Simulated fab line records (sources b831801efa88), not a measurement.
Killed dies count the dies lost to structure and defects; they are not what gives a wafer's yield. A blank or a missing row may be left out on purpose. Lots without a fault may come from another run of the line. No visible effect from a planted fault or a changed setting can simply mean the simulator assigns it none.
Matching of chambers	flow gf180mcu	pecvd-02 running GF_V5_CVD_02: 3 sister chambers
The step deposits SiO2 from TEOS, target thk 1450 nm, time 163.28 s. 24 wafers are shown with their chamber, then 12 later ones without.

WAFERS PAIRED WITH THEIR CHAMBERS
wafer	chamber	heater_power_w (W)	rf_fwd_power_W (W)
L075.2	2	688	599.0
L075.4	2	588	600.1
L075.5	1	572	597.9
L079.3	0	657	596.8
L079.5	0	518	599.0
L079.6	2	700	597.6
L081.1	2	698	595.1
L081.2	0	533	598.8
L081.4	2	587	595.6
L084.2	1	613	597.2
L084.5	1	715	595.7
L084.6	2	681	594.7
L085.2	2	600	598.4
L085.3	0	561	598.8
L085.6	2	691	595.9
L086.1	0	604	600.2
L086.2	1	687	596.0
L086.5	1	576	598.8
L087.1	1	691	595.6
L087.4	0	532	599.8
L087.5	1	668	598.6
L089.1	1	658	599.0
L089.2	2	694	598.7
L089.5	1	706	597.5

SIGNATURES, as means of the wafers listed above
reading	chamber 0	chamber 1	chamber 2	scatter within a chamber
heater_power_w	567.50	654.00	658.56	52.7
rf_fwd_power_W	598.900	597.367	597.233	1.57
Rule: a wafer lies at a distance from a chamber equal to the root of the sum of squares, over the readings, of (its reading less the chamber's mean, divided by the reading's scatter). The wafer belongs to the nearest chamber; if the next one is less than 2 further off, it can't be placed. How the scatter is found: for the shown wafers, subtract from each reading the mean of its chamber, square and add these, divide the total by (wafers less chambers), then take the root.

WAFERS WHOSE CHAMBER IS MISSING
wafer	heater_power_w (W)	rf_fwd_power_W (W)
L090.2	644	598.5
L090.3	624	594.2
L090.6	716	598.8
L093.1	548	598.9
L093.3	674	598.5
L093.6	649	599.4
L094.2	655	597.3
L094.4	527	597.3
L094.5	687	595.8
L097.4	575	593.1
L097.5	516	597.6
L097.6	571	597.2

CHAMBER TAKEN BY EACH
wafer	from the rows above	in truth
L090.2	can't be placed: 1 or 2 or 0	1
L090.3	can't be placed: 2 or 1 or 0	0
L090.6	can't be placed: 2 or 1 or 0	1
L093.1	can't be placed: 0 or 1 or 2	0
L093.3	can't be placed: 1 or 2 or 0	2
L093.6	can't be placed: 1 or 2 or 0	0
L094.2	can't be placed: 1 or 2 or 0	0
L094.4	can't be placed: 0 or 1 or 2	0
L094.5	can't be placed: 2 or 1 or 0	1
L097.4	can't be placed: 2 or 1 or 0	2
L097.5	can't be placed: 0 or 1 or 2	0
L097.6	can't be placed: 0 or 1 or 2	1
0 of 12 placed correctly. Can't be placed from these rows: 12 (the true chamber is among the candidates in 12). 0 placed wrongly.
